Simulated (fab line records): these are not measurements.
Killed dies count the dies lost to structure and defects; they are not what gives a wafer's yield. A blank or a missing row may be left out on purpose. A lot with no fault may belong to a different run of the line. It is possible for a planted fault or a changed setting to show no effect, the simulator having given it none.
A single fault, viewed from 2 desks / flow sfq_line / each desk has only its own numbers; what lay behind them comes last

== AT THE TOOL OWNER'S DESK: krf_scanner-01 ==
The tool's own readings at SFQ_TRILAYER_C5_LITHO_EXPOSE_152 (exposes mask C5, target cd 500 nm): means of the sampled wafers that have a number, for each lot that ran on this tool. A lot is out of limits, marked OUT, if its mean lies more than 4 standard deviations from the usual mean; the brackets give that distance.
Columns: A = stage_vel_mm_s at SFQ_TRILAYER_C5_LITHO_EXPOSE_152, usual 500.03 mm/s
lot=L228; first seen here=day 62 11:24; A=500.22
lot=L232; first seen here=day 63 18:22; A=499.95
lot=L247; first seen here=day 72 10:59; A=500.29
lot=L248; first seen here=day 72 13:35; A=499.74
lot=L249; first seen here=day 72 16:59; A=500.30
lot=L250; first seen here=day 72 17:59; A=500.09
This desk's finding: nothing out of limits on any of the 6 lots.

== METROLOGY DESK ==
Means of the sampled wafers that have a number, per lot and without regard to the tool the lot ran on: this is what the gauges read. A lot is out of limits, marked OUT, if its mean lies more than 4 standard deviations from the usual mean; the brackets give that distance.
Columns: A = C5_OVL at SFQ_C5_OVL_MEAS_937, usual 2 nm
lot=L228; first seen here=day 62 12:42; A=-2
lot=L229; first seen here=day 62 18:37; A=0
lot=L231; first seen here=day 63 03:01; A=-2
lot=L232; first seen here=day 63 19:41; A=8
lot=L233; first seen here=day 64 00:36; A=6
lot=L234; first seen here=day 64 15:00; A=1
lot=L235; first seen here=day 65 11:23; A=6
lot=L236; first seen here=day 65 14:46; A=-1
lot=L237; first seen here=day 66 14:46; A=9
lot=L238; first seen here=day 66 17:12; A=9
lot=L239; first seen here=day 70 22:08; A=-4
lot=L243; first seen here=day 71 22:08; A=-1
lot=L247; first seen here=day 72 12:18; A=88 (+16) OUT
lot=L248; first seen here=day 72 14:43; A=84 (+15) OUT
lot=L249; first seen here=day 72 18:18; A=91 (+16) OUT
lot=L250; first seen here=day 72 19:29; A=89 (+16) OUT
This desk's result: L247, L248, L249, L250 out of limits, first on L247 (C5_OVL at SFQ_C5_OVL_MEAS_937), day 72 12:18. In limits: L228, L229, L231, L232, L233, L234, L235, L236, L237, L238, L239, L243.

== PUT TOGETHER ==
Metrology desk: alarm possible at day 72 12:18 on L247, L248, L249, L250.
The desk of the tool owner found nothing out of limits.
Tool owner's desk: L247, L248, L249, L250 on record, inside its limits.
Of the lots named, all ran SFQ_TRILAYER_C5_LITHO_EXPOSE_152 on krf_scanner-01.

== WHAT WAS PUT IN BY THE SIMULATOR ==
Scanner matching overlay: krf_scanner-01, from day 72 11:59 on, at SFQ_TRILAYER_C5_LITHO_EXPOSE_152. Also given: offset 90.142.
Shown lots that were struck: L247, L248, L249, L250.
Delay in hours, fault start to first out-of-limits reading, per desk: metrology desk 0.
